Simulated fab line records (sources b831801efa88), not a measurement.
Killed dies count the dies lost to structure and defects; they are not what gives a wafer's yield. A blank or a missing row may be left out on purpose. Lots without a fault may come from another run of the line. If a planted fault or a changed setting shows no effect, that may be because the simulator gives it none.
A single fault, viewed from 2 desks    flow sky130    each desk has only its own numbers; what lay behind them comes last

THE TOOL OWNER'S DESK: krf scanner-02
The tool's own readings at SKY_METAL2_EXPOSE_12 (exposes mask MM2, target cd 140 nm): means of the sampled wafers that have a number, for each lot that ran on this tool. The brackets show how far a lot's mean lies from the usual mean; more than 4 standard deviations puts the lot out of limits, marked OUT.
Columns: A = exposure dose mJ cm2 at SKY_METAL2_EXPOSE_12, usual 27.99
lot   first seen here  A
L262  day 34 14:39     28.00
L271  day 37 19:29     27.30 (-16) OUT
L272  day 37 20:46     27.28 (-16) OUT
This desk's finding: out of limits on L271, L272; first on L271, day 37 19:29 (exposure dose mJ cm2 at SKY_METAL2_EXPOSE_12). In limits: L262.

METROLOGY DESK
What the gauges read, lot by lot, whatever tool the lot ran on: means of the sampled wafers that have a number. The brackets show how far a lot's mean lies from the usual mean; more than 4 standard deviations puts the lot out of limits, marked OUT.
Columns: A = METAL2_ALCU_RS at SKY_METAL2_RS_MEAS_05, usual 0.1269 ohm/sq; B = METAL2_ALCU_THK at SKY_METAL2_THK_MEAS_06, usual 248 nm; C = cd nm at SKY_METAL2_CD_MEAS_15, usual 139.7 nm; D = METAL2_OVL at SKY_METAL2_OVL_MEAS_16, usual -4 nm
lot   first seen here  A       B    C      D
L262  day 34 01:32     0.1267  247  141.0  -9
L269  day 36 06:11     0.1279  248  139.5  1
L271  day 37 06:41     0.1263  248  143.4  -12
L272  day 37 08:03     0.1267  248  144.3  2
L278  day 39 05:12     0.1275  249  142.0  3
L282  day 41 12:23     0.1279  244  139.7  -5
Finding of this desk: none of the 6 lots has anything out of limits.

BROUGHT TOGETHER
On L271, L272, at day 37 19:29, an alarm was possible from the tool owner's desk.
The metrology desk saw nothing out of limits.
The metrology desk has L271, L272 on record, within its limits.
Of the lots named, all ran SKY_METAL2_EXPOSE_12 on krf scanner-02.

WHAT THE SIMULATOR PUT IN
Drift in process parameters on krf scanner-02 at SKY_METAL2_EXPOSE_12, starting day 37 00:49. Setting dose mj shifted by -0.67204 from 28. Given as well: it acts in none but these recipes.
Shown lots that were struck: L271, L272.
Hours from the fault's start to each desk's first reading out of limits: the tool owner's desk, 19.
